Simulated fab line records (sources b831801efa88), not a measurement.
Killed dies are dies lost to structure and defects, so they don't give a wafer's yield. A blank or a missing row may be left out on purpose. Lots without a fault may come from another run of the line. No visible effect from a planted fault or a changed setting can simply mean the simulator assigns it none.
Comparing a struck lot with a sound one || flow gf180mcu || 13 steps out of a route of 602
Sound: the wafers L439.2, L439.3, L439.5. Struck: wafers L448.3, L448.4, L448.6. The cause comes at the end.
Order at every step that has rows: each side's tool, ch and its chambers, its first start. Under that, the readings that differ: sound wafers || struck wafers || difference of the means || sigmas: that difference in standard deviations of wafers without a fault.
alike: words and numbers the same on both sides, and readings whose means are apart by under 2 such deviations; not compared: readings that were withheld, readings missing a value for some wafer, numbers with overlapping values and no deviation given by the record, and bounds like >300 which may hide the same value.
Wherever a step has rows on one side only, a row that says differs or no value, or a row with sigmas, the two part there. Non-overlapping numbers with no deviation appear without sigmas and do not part them. Lack of a reading on every wafer of one side parts them only where that side has two or more wafers.

GF_V2_CD_MEAS_14: target cd 260 nm.
  sound: cdSem-01 at day 22 03:12; struck: cdSem-02 at day 25 14:07
  alike: cdNm
GF_V2_OVL_MEAS_15:
  sound: overlay-02 at day 22 03:18; struck: overlay-02 at day 25 14:13
  alike: V2_OVL
GF_V2_ETCH_16: etches BARC in N2/H2.
  sound on rieDiel-04 ch 1,2,3, day 22 03:20; struck on rieDiel-03 ch 0,3, day 25 14:14
  alike: drypumpMotorCurrentA, n2FlowSccm, oesProductAu, throttleValvePct
GF_V2_ETCH_17: etches SiO2 in C4F8/O2/Ar, stops on TiN, target depth 630 nm.
  sound on rieDiel-04 ch 1,2,3; struck on rieDiel-03 ch 0,3
  alike: oesProductAu
GF_V2_STRIP_18: strips in O2/N2.
  sound on plasmaAsher-03 ch 0,1, day 22 03:28; struck on plasmaAsher-04 ch 0,1, day 25 14:23
{"reading": "drypumpMotorCurrentA (A)", "sound": "5.5 5.5 5.5", "struck": "6.6 5.5 6.6", "difference": "+0.7", "sigmas": "+2"}
  alike: heaterPowerW, n2FlowSccm, oesProductAu
  not compared: rfHoursCounterH
then, 2 steps without rows for these wafers: GF_V2_STRIP_19 (strips in post etch residue remover, time 1200 s); GF_V2_CLEAN_20 (cleans in DIW).
GF_V2_SPUTTER_21: material Ti, target thk 15 nm, time 80.02 s.
  sound: pvdSputter-02 at day 22 04:00; struck: pvdSputter-03 at day 25 14:53
  alike: substrateTempC, throttleValvePct
GF_V2_SPUTTER_22: material TiN, target thk 10 nm, time 40 s.
  sound: pvdSputter-02 at day 22 04:04; struck: pvdSputter-03 at day 25 14:58
  alike: throttleValvePct
then, 1 step without rows for these wafers: GF_V2_CVD_23 (deposits W, target thk 350 nm, time 104.94 s).
GF_V2_RS_MEAS_24: uses a four-point probe to measure.
  sound: filmMetro-03 at day 22 04:14; struck: filmMetro-04 at day 25 15:09
  alike: V2_W_RS
GF_V2_THK_MEAS_25: measures by xrf.
  sound: filmMetro-03 at day 22 04:20; struck: filmMetro-04 at day 25 15:15
{"reading": "V2_W_THK (nm)", "sound": "366 356 354", "struck": "350 346 345", "difference": -12, "sigmas": -2}
GF_V2_CMP_26: polishes, stops on SiO2, t overpolish 15 s, target thk 0 nm.
  sound on cmp-01 ch 0,1,3, day 22 04:23; struck on cmp-01 ch 0,2,3, day 25 15:20
  no value came back on the struck wafers for any of 5 readings (edgeZonePressureFrac, headPressurePsi (psi) and others); on the sound wafers edgeZonePressureFrac reads 1.006 1.001 1.002
{"reading": "model.W_of_V2_CVD_23.thkNm (nm)", "sound": "0 0 0", "struck": "349.7 345.5 345.4", "difference": "+346.9", "sigmas": ""}
{"reading": "model.SiO2_of_V2_CVD_02.thkNm (nm)", "sound": "629.6 627 627.2", "struck": "631.9 632.7 629.8", "difference": "+3.5", "sigmas": ""}

## WHERE THEY PART
Earliest at GF_V2_STRIP_18; latest, in this record, at GF_V2_CMP_26.

WHY: the cause the simulator had injected
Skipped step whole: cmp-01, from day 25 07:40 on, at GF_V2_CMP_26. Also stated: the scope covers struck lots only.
